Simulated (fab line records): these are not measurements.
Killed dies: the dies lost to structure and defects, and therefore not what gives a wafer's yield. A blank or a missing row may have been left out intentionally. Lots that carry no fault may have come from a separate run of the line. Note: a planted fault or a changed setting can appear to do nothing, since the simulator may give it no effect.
Split-lot experiment	flow sfq_line	route with 325 steps; 5 lots, 12 wafers read

SPLIT DETAILS
At SFQ_TRILAYER_I4_VIA_LITHO_COAT_108 (resist thk 62 nm), the setting spin_rpm was moved away from the recipe's 3000 rpm on 3 of the 12 wafers read, by -2.4% to +6.2%. The other wafers ran this setting at the recipe's value.

FROM THE SPLIT TO THE READING: what the file shows between them, 2 steps
- SFQ_TRILAYER_I4_VIA_LITHO_PEB_106: peb time 60 s (also split here: peb_temp_c)
- SFQ_TRILAYER_I4_VIA_LITHO_DEVELOP_105: time 60 s

THE READING
etch.depth_nm (the simulator's own value, which no gauge read), in nm, at SFQ_TRILAYER_I4_VIA_BARC_OPEN_VIA_ETCH_146 (etches BARC in O2, target depth 125 nm, time 41.7 s). The file does not state a usual value for it. Across the 9 wafers here that went through the recipe, the average is 61.97 nm and the standard deviation 0.087 nm.

wafer	tool, chamber at the split	spin_rpm as run, rpm	against the recipe	etch.depth_nm, nm	against lot-mates on the recipe
L076.2	litho_track-01, 0	3000	recipe	62.03	-
L076.3	litho_track-01, 0	3000	recipe	61.95	-
L077.4	litho_track-01, 0	3000	recipe	62.06	-
L077.5	litho_track-01, 0	3187	+6.2%	59.96	-1.96
L077.6	litho_track-01, 0	3000	recipe	61.79	-
L078.3	litho_track-04, 0	3000	recipe	61.87	-
L080.3	litho_track-01, 0	3000	recipe	61.97	-
L080.5	litho_track-01, 0	2929	-2.4%	62.6	+0.63
L080.6	litho_track-01, 0	2929	-2.4%	62.86	+0.89
L082.3	litho_track-01, 0	3000	recipe	62.08	-
L082.4	litho_track-01, 0	3000	recipe	62.01	-
L082.6	litho_track-01, 0	3000	recipe	61.96	-

FIT RESULTS
A straight line over all 12 wafers: etch.depth_nm changes by -0.322 nm for each +1% of spin_rpm; r = -0.99; the points scatter about the line by 0.1 nm.
The same after taking each lot's own level away (the mean of its wafers on the recipe; 12 wafers): -0.317 nm for each +1%; r = -0.99; scatter 0.09 nm.
That fit puts the effect of the largest move of spin_rpm on the reading at 2 nm.
Across the lots, their own levels run from 61.870 to 62.017 nm, a range of 1.7 times the standard deviation given above.
The two slopes agree, so the slope changes little with the lot-to-lot level.
Check: with one of the wafers moved furthest among these (+6.2%) left out of the fit, the line predicts -2 nm for it against its lot-mates. Against them it came out at -1.96 nm.

OTHER SPLITS ON THESE WAFERS
Before the reading, these wafers also passed through other splits. Each is held against what the fit with the lots' levels taken away leaves over:
other split on the same wafers	wafers away from the commonest value	r with etch.depth_nm (lot level and that fit taken away)
SFQ_TRILAYER_I2_CMP_CMP_064 leave_above_ref_nm	3	+0.32
SFQ_TRILAYER_I2_VIA_LITHO_COAT_067 resist_thk_nm	3	-0.47
SFQ_TRILAYER_M4_DEP_SPUTTER_091 time_s	0	-
SFQ_TRILAYER_M4_LITHO_COAT_098 resist_thk_nm	2	-0.08
SFQ_TRILAYER_I4_VIA_LITHO_PEB_106 peb_temp_c	5	-0.45

THE WHOLE CHAIN: every reading that the file lists as answering this split, in the file's order
step	what it does	reading	change (the file's fit)	r (the file's)
SFQ_TRILAYER_I4_VIA_LITHO_COAT_108	resist thk 62 nm	BARC_of_TRILAYER_I4_VIA_LITHO_COAT_108.thk_nm (the simulator's own value, which no gauge read)	-0.308 nm for each +1% of the setting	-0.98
SFQ_TRILAYER_I4_VIA_BARC_OPEN_VIA_ETCH_146	etches BARC in O2, target depth 125 nm, time 41.7 s	etch.depth_nm (the simulator's own value, which no gauge read)	-0.316 nm for each +1% of the setting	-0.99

FILE'S OWN FIT
etch.depth_nm changes by -0.316 nm for each +1% of spin_rpm, r = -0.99.
